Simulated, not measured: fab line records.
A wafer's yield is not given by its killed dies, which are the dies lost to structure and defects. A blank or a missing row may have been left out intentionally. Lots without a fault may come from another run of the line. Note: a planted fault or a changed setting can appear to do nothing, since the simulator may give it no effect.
Matching of chambers :: flow gf180mcu :: pecvd-01 running GF_V2_CVD_02: 3 sister chambers
The step deposits SiO2 from TEOS, target thk 850 nm, time 94.851 s. 6 wafers are shown with their chamber, then 12 later ones without.

== WAFERS WITH THEIR CHAMBER ==
wafer: L092.4
chamber: 2
heater-power-w (W): 543

wafer: L092.5
chamber: 1
heater-power-w (W): 560

wafer: L092.6
chamber: 0
heater-power-w (W): 835

wafer: L093.1
chamber: 1
heater-power-w (W): 673

wafer: L093.2
chamber: 0
heater-power-w (W): 699

wafer: L093.3
chamber: 2
heater-power-w (W): 552

== WAFERS WITHOUT THEIR CHAMBER ==
wafer: L093.4
heater-power-w (W): 776

wafer: L093.5
heater-power-w (W): 602

wafer: L093.6
heater-power-w (W): 678

wafer: L095.1
heater-power-w (W): 828

wafer: L095.2
heater-power-w (W): 686

wafer: L095.3
heater-power-w (W): 682

wafer: L095.4
heater-power-w (W): 677

wafer: L095.5
heater-power-w (W): 557

wafer: L095.6
heater-power-w (W): 534

wafer: L097.1
heater-power-w (W): 659

wafer: L097.3
heater-power-w (W): 707

wafer: L097.6
heater-power-w (W): 760

== WHICH CHAMBER EACH WENT THROUGH ==
wafer: L093.4
from the rows above: 0
in truth: 0

wafer: L093.5
from the rows above: can't be placed: 1 or 2
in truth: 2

wafer: L093.6
from the rows above: can't be placed: 1 or 0 or 2
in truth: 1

wafer: L095.1
from the rows above: 0
in truth: 0

wafer: L095.2
from the rows above: can't be placed: 1 or 0 or 2
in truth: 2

wafer: L095.3
from the rows above: can't be placed: 1 or 0 or 2
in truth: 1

wafer: L095.4
from the rows above: can't be placed: 1 or 0 or 2
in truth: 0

wafer: L095.5
from the rows above: can't be placed: 2 or 1
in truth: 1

wafer: L095.6
from the rows above: can't be placed: 2 or 1
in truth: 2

wafer: L097.1
from the rows above: can't be placed: 1 or 0 or 2
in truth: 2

wafer: L097.3
from the rows above: can't be placed: 0 or 1 or 2
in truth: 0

wafer: L097.6
from the rows above: can't be placed: 0 or 1
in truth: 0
Correct placement for 2 of the 12. These rows do not allow placing 10 (true chamber among the candidates in 10). Placed wrongly: 0.
How it was worked out, from the rows above alone: a wafer's distance from a chamber is the root of the sum, over the readings, of the square of ((its reading less the chamber's mean) divided by the reading's scatter). The wafer belongs to the nearest chamber; if the next one is less than 2 further off, it can't be placed. The mean given for a chamber averages the wafers shown for that chamber. How the scatter is found: for the shown wafers, subtract from each reading the mean of its chamber, square and add these, divide the total by (wafers less chambers), then take the root.
